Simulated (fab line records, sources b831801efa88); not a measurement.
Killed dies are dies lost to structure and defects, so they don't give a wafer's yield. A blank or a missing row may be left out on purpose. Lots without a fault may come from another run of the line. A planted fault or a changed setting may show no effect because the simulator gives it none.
A struck lot beside a sound one | flow gf180mcu | 43 steps out of a route of 602
Sound: wafers L564.1, L564.3, L564.5. Struck: wafers L574.3, L574.5, L574.6. The cause comes at the end.
At each step with rows: each side's tool, then ch and its chambers, then its first start. Under that, the readings that differ: sound wafers | struck wafers | difference of the means | sigmas: that difference in standard deviations of wafers without a fault.
alike: readings whose means differ by less than 2 such deviations, and words and numbers that are the same on both sides. not compared: withheld readings, readings that some wafer has no value for, bounds like >300 that may hide the same value, and numbers for which the record gives no deviation and whose values overlap.
The two part at a step that has a row with sigmas, a row that says differs or no value, or rows on one side only. Numbers that don't overlap but have no deviation are shown without sigmas and don't part them. A reading that every wafer of one side lacks parts them only if that side has two wafers or more.

first, 2 steps without rows for these wafers: GF_LVPWELL_IMPLANT_08; GF_LVPWELL_IMPLANT_09.
GF_LVPWELL_STRIP_10: strips in O2/N2.
  sound on plasma_asher-02 ch 0,1, day 3 20:22; struck on plasma_asher-04 ch 0,1, day 6 05:54
  alike: drypump_motor_current_A, heater_power_w, oes_product_au, strip_time_to_endpoint_s
  not compared: rf_hours_counter_h
GF_LVPWELL_TW_MEAS_11:
  sound on film_metro-02, day 3 20:28; struck on film_metro-02, day 6 05:59
  alike: LVPWELL_TW
then, 7 steps without rows for these wafers: GF_MVSD_DEHYDRATE_00 (time 60 s); GF_MVSD_HMDS_01 (prime time 60 s); GF_MVSD_COAT_02 (resist thk 3000 nm); GF_MVSD_SOFTBAKE_03; GF_MVSD_EXPOSE_04 (exposes mask MVSD, target cd 1000 nm); GF_MVSD_PEB_05; GF_MVSD_DEVELOP_06 (develop time 60 s).
GF_MVSD_OVL_MEAS_07:
  sound on overlay-02, day 4 09:58; struck on overlay-01, day 6 21:01
  alike: MVSD_OVL
GF_MVSD_IMPLANT_08:
  sound on implanter-04 ch 0, day 4 09:59; struck on implanter-04 ch 0, day 6 21:05
  reading            | sound                            | struck                        | difference | sigmas
  dose_ions_cm2      | 1.6018e+13 1.6007e+13 1.5988e+13 | 8.136e+12 8.147e+12 8.169e+12 | -7.854e+12 | -99 or more
  faraday_current_uA | 90.4 90.6 91.9                   | 45.9 46.2 45.8                | -45.0      | -26
then, 1 step without rows for these wafers: GF_MVSD_IMPLANT_09.
GF_MVSD_STRIP_10: strips in O2/N2.
  sound on plasma_asher-02 ch 0, day 4 10:17; struck on plasma_asher-04 ch 0,1, day 6 21:23
  alike: drypump_motor_current_A, heater_power_w, oes_product_au, strip_time_to_endpoint_s
  not compared: rf_hours_counter_h
GF_MVSD_TW_MEAS_11:
  sound on film_metro-01, day 4 10:23; struck on film_metro-01, day 6 21:43
  reading | sound          | struck         | difference | sigmas
  MVSD_TW | 1551 1564 1553 | 1305 1307 1308 | -249       | -21
  not compared: hold
then, 6 steps without rows for these wafers: GF_MVPSD_HMDS_01 (prime time 60 s); GF_MVPSD_COAT_02 (resist thk 3000 nm); GF_MVPSD_SOFTBAKE_03; GF_MVPSD_EXPOSE_04 (exposes mask MVPSD, target cd 1000 nm); GF_MVPSD_PEB_05; GF_MVPSD_DEVELOP_06 (develop time 60 s).
GF_MVPSD_OVL_MEAS_07:
  sound on overlay-01, day 5 00:01; struck on overlay-01, day 7 12:47
  alike: MVPSD_OVL
then, 2 steps without rows for these wafers: GF_MVPSD_IMPLANT_08; GF_MVPSD_IMPLANT_09.
GF_MVPSD_STRIP_10: strips in O2/N2.
  sound on plasma_asher-01 ch 0, day 5 00:20; struck on plasma_asher-04 ch 0,1, day 7 13:08
  alike: drypump_motor_current_A, heater_power_w, oes_product_au, strip_time_to_endpoint_s
  not compared: rf_hours_counter_h
GF_MVPSD_TW_MEAS_11:
  sound on film_metro-04, day 5 00:26; struck on film_metro-02, day 7 13:13
  alike: MVPSD_TW
then, 7 steps without rows for these wafers: GF_VT_IMPLANT_DEHYDRATE_00 (time 60 s); GF_VT_IMPLANT_HMDS_01 (prime time 60 s); GF_VT_IMPLANT_COAT_02 (resist thk 1000 nm); GF_VT_IMPLANT_SOFTBAKE_03 (time 60 s); GF_VT_IMPLANT_EXPOSE_04 (exposes mask LVPWELL LV AREA, target cd 600 nm); GF_VT_IMPLANT_PEB_05; GF_VT_IMPLANT_DEVELOP_06 (develop time 60 s).
GF_VT_IMPLANT_OVL_MEAS_07:
  sound on overlay-01, day 5 15:34; struck on overlay-02, day 8 05:02
  alike: VT_IMPLANT_OVL
then, 1 step without rows for these wafers: GF_VT_IMPLANT_IMPLANT_08.
GF_VT_IMPLANT_STRIP_09: strips in O2/N2.
  sound on plasma_asher-01 ch 0, day 5 15:45; struck on plasma_asher-02 ch 0,1, day 8 05:14
  reading                      | sound             | struck            | difference | sigmas
  heater_power_w (W)           | 345 345 343       | 294 318 290       | -44        | -2
  strip_time_to_endpoint_s (s) | 12.54 12.54 12.53 | 12.60 12.61 12.65 | +0.08      | +2
  alike: drypump_motor_current_A, oes_product_au
  not compared: rf_hours_counter_h
GF_VT_IMPLANT_TW_MEAS_10:
  sound on film_metro-02, day 5 15:51; struck on film_metro-02, day 8 05:19
  alike: VT_IMPLANT_TW
then, 3 steps without rows for these wafers: GF_VT_IMPLANT_DEHYDRATE_11 (time 60 s); GF_VT_IMPLANT_HMDS_12 (prime time 60 s); GF_VT_IMPLANT_COAT_13 (resist thk 1000 nm).
-- the record jumps here: 2 days lie between the struck wafers' starts before and after --
GF_VT_IMPLANT_RS_MEAS_46: measures by four-point-probe.
  sound on film_metro-01, day 7 13:19; struck on film_metro-01, day 10 11:11
  reading          | sound             | struck            | difference | sigmas
  MVSD_RS (ohm/sq) | 456.4 454.9 456.0 | 638.5 635.2 640.3 | +182.2     | +99 or more
  not compared: hold
then, 1 step without rows for these wafers: GF_PASSIVATION_PROBE_99.

WHERE THEY PART
First at GF_MVSD_IMPLANT_08; last, within this record, at GF_VT_IMPLANT_RS_MEAS_46.

WHY: what the simulator had put in
Process parameter drift: implanter-04, from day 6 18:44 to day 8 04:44, at GF_MVSD_IMPLANT_08. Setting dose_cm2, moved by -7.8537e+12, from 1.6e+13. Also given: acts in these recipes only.
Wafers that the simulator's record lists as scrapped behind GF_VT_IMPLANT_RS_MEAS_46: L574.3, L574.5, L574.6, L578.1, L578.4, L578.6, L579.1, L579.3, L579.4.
